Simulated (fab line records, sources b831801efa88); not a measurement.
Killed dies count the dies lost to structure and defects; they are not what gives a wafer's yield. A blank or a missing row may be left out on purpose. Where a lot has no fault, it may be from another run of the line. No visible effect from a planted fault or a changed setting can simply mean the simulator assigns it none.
What tool caused it? + flow gf180mcu + Sampling: 11 lots, 33 wafers, 6 of 602 route steps

WHAT THE GAUGES READ, wafer by wafer
GF_V2_CD_MEAS_14 targets a cd of 260 nm.
| lot  | measured     | on        | cd nm (nm)        |
|------|--------------|-----------|-------------------|
| L858 | day 20 14:14 | cd sem-01 | 258.4 258.8 259.5 |
| L860 | day 21 12:00 | cd sem-02 | 259.1 259.4 257.8 |
| L862 | day 22 01:16 | cd sem-01 | 259.3 259.5 258.1 |
| L864 | day 22 18:30 | cd sem-01 | 259.4 260.1 259.6 |
| L866 | day 23 10:27 | cd sem-02 | 257.9 257.7 258.2 |
| L869 | day 24 04:18 | cd sem-01 | 258.4 259.3 258.6 |
| L873 | day 25 20:44 | cd sem-01 | 262.3 260.6 261.2 |
| L874 | day 26 20:29 | cd sem-01 | 258.6 258.5 257.7 |
| L876 | day 27 06:59 | cd sem-02 | 261.6 260.9 260.5 |
| L878 | day 27 16:28 | cd sem-01 | 258.7 259.6 259.8 |
| L880 | day 28 10:35 | cd sem-02 | 258.1 259.8 260.0 |

GF_V2_RS_MEAS_24: the measuring method here is four-point-probe.
| lot  | measured     | on            | V2_W_RS (ohm/sq)  |
|------|--------------|---------------|-------------------|
| L858 | day 20 15:19 | film metro-02 | 0.328 0.317 0.328 |
| L860 | day 21 13:04 | film metro-02 | 0.326 0.327 0.323 |
| L862 | day 22 02:18 | film metro-01 | 0.324 0.320 0.456 |
| L864 | day 22 19:32 | film metro-03 | 0.467 0.321 0.323 |
| L866 | day 23 11:31 | film metro-02 | 0.327 0.325 0.460 |
| L869 | day 24 05:22 | film metro-01 | 0.336 0.334 0.335 |
| L873 | day 25 21:47 | film metro-02 | 0.334 0.329 0.328 |
| L874 | day 26 21:31 | film metro-03 | 0.323 0.329 0.320 |
| L876 | day 27 08:01 | film metro-02 | 0.333 0.322 0.332 |
| L878 | day 27 17:30 | film metro-03 | 0.328 0.327 0.324 |
| L880 | day 28 11:37 | film metro-01 | 0.328 0.330 0.334 |

GF_V2_THK_MEAS_25: measures by xrf.
| lot  | measured     | on            | V2_W_THK (nm) |
|------|--------------|---------------|---------------|
| L858 | day 20 15:24 | film metro-02 | 342 353 343   |
| L860 | day 21 13:11 | film metro-02 | 343 344 346   |
| L862 | day 22 02:25 | film metro-01 | 351 355 251   |
| L864 | day 22 19:39 | film metro-03 | 245 356 351   |
| L866 | day 23 11:38 | film metro-02 | 342 347 246   |
| L869 | day 24 05:28 | film metro-01 | 339 341 340   |
| L873 | day 25 21:54 | film metro-02 | 335 341 343   |
| L874 | day 26 21:37 | film metro-03 | 349 342 352   |
| L876 | day 27 08:08 | film metro-02 | 335 343 339   |
| L878 | day 27 17:37 | film metro-03 | 343 348 348   |
| L880 | day 28 11:44 | film metro-01 | 347 345 338   |

WHICH TOOL RAN EACH LOT (tool, then ch and the chambers of the sampled wafers, then the start)
| lot  | GF_V2_CVD_02                    | GF_V2_CMP_04                  | GF_V2_CVD_23                  |
|------|---------------------------------|-------------------------------|-------------------------------|
| L858 | pecvd-02 ch 0,1,2, day 19 14:34 | cmp-02 ch 0,3, day 19 14:40   | cvd w-01 ch 0,1, day 20 15:10 |
| L860 | pecvd-02 ch 0,2, day 20 11:30   | cmp-02 ch 0,3, day 20 11:41   | cvd w-01 ch 0,1, day 21 12:57 |
| L862 | pecvd-02 ch 1,2, day 21 01:33   | cmp-02 ch 0,3, day 21 01:40   | cvd w-01 ch 0,1, day 22 02:10 |
| L864 | pecvd-04 ch 0,1,2, day 21 18:50 | cmp-02 ch 0,2,3, day 21 18:58 | cvd w-01 ch 0,1, day 22 19:25 |
| L866 | pecvd-02 ch 0,1,2, day 22 11:09 | cmp-01 ch 1,2, day 22 11:20   | cvd w-01 ch 1, day 23 11:23   |
| L869 | pecvd-04 ch 1,2, day 23 05:18   | cmp-01 ch 0,1,2, day 23 05:29 | cvd w-02 ch 0,1, day 24 05:14 |
| L873 | pecvd-02 ch 0,1,2, day 24 23:23 | cmp-01 ch 0,2, day 24 23:34   | cvd w-01 ch 1, day 25 21:40   |
| L874 | pecvd-03 ch 0,1, day 25 22:55   | cmp-01 ch 1,2,3, day 25 23:08 | cvd w-01 ch 0,1, day 26 21:25 |
| L876 | pecvd-04 ch 1,2, day 26 09:01   | cmp-02 ch 0,2,3, day 26 09:21 | cvd w-01 ch 0,1, day 27 07:54 |
| L878 | pecvd-04 ch 0,1,2, day 26 19:10 | cmp-01 ch 0,3, day 26 19:17   | cvd w-01 ch 1, day 27 17:22   |
| L880 | pecvd-03 ch 0,1,2, day 27 14:46 | cmp-02 ch 1,2,3, day 27 14:54 | cvd w-02 ch 0,1, day 28 11:31 |
- GF_V2_CVD_02: deposits SiO2 from TEOS, target thk 850 nm, time 94.851 s.
- GF_V2_CMP_04: polishes SiO2.
- GF_V2_CVD_23: deposits W, target thk 350 nm, time 104.94 s.

WHAT THE TOOLS THEMSELVES READ (means of the sampled wafers that have a number; where no wafer has one, the mark that the record gives instead)
GF_V2_CVD_02.
| lot  | tool     | heater power w (W) |
|------|----------|--------------------|
| L858 | pecvd-02 | 607                |
| L860 | pecvd-02 | 688                |
| L862 | pecvd-02 | 593                |
| L864 | pecvd-04 | 643                |
| L866 | pecvd-02 | 658                |
| L869 | pecvd-04 | 663                |
| L873 | pecvd-02 | 651                |
| L874 | pecvd-03 | 712                |
| L876 | pecvd-04 | 646                |
| L878 | pecvd-04 | 685                |
| L880 | pecvd-03 | 644                |

GF_V2_CMP_04.
| lot  | tool   | motor current A (A) | retaining ring pressure frac | time to endpoint s (s) |
|------|--------|---------------------|------------------------------|------------------------|
| L858 | cmp-02 | 12.2                | 0.998                        | 79                     |
| L860 | cmp-02 | 11.9                | 0.993                        | 77                     |
| L862 | cmp-02 | 11.6                | 0.998                        | 77                     |
| L864 | cmp-02 | 11.3                | 1.000                        | 79                     |
| L866 | cmp-01 | 11.3                | 1.003                        | 83                     |
| L869 | cmp-01 | 11.5                | 0.996                        | 78                     |
| L873 | cmp-01 | 11.4                | 1.000                        | 69                     |
| L874 | cmp-01 | 11.0                | 1.005                        | 83                     |
| L876 | cmp-02 | 11.6                | 1.001                        | 66                     |
| L878 | cmp-01 | 12.3                | 0.998                        | 73                     |
| L880 | cmp-02 | 11.9                | 1.005                        | 74                     |

GF_V2_CVD_23.
| lot  | tool     | heater power w (W) |
|------|----------|--------------------|
| L858 | cvd w-01 | 872                |
| L860 | cvd w-01 | 843                |
| L862 | cvd w-01 | 883                |
| L864 | cvd w-01 | 868                |
| L866 | cvd w-01 | 923                |
| L869 | cvd w-02 | 869                |
| L873 | cvd w-01 | 921                |
| L874 | cvd w-01 | 860                |
| L876 | cvd w-01 | 898                |
| L878 | cvd w-01 | 937                |
| L880 | cvd w-02 | 866                |

THE ANSWER, worked out from the rows above alone
Rule: the usual values come from the lots themselves. Put in order of their means at a reading, lots are off if they are a third of the lots or fewer, leave a main group of 4 or more, and stand apart from it by a gap of 3 or more times the standard deviation of the main group's means; of several such gaps the widest counts. The tables above print the reading to a certain number of digits; a main group whose means all agree to those digits is not used. A lot without any number at a reading at which 4 lots or more have one is off too. All remaining lots with rows at the step are treated as sound. First the gauges in route order, then the tools' own readings, where a lot's mean is used as printed above. The first step at which some lot is off is used, and at that step the reading that is off furthest; a lot without a number counts as furthest.
Off: L862, L864, L866, seen at GF_V2_RS_MEAS_24 (V2_W_RS). The main group: mean 0.328 ohm/sq, standard deviation 0.0036.
If a tool, at a process step before that reading, ran all the lots that are off and no sound lot after the first of them, it fits. Those tools and the gauges at GF_V2_RS_MEAS_24 are tried in the same way. Of those tried, none fits.

WHAT THE SIMULATOR PUT IN
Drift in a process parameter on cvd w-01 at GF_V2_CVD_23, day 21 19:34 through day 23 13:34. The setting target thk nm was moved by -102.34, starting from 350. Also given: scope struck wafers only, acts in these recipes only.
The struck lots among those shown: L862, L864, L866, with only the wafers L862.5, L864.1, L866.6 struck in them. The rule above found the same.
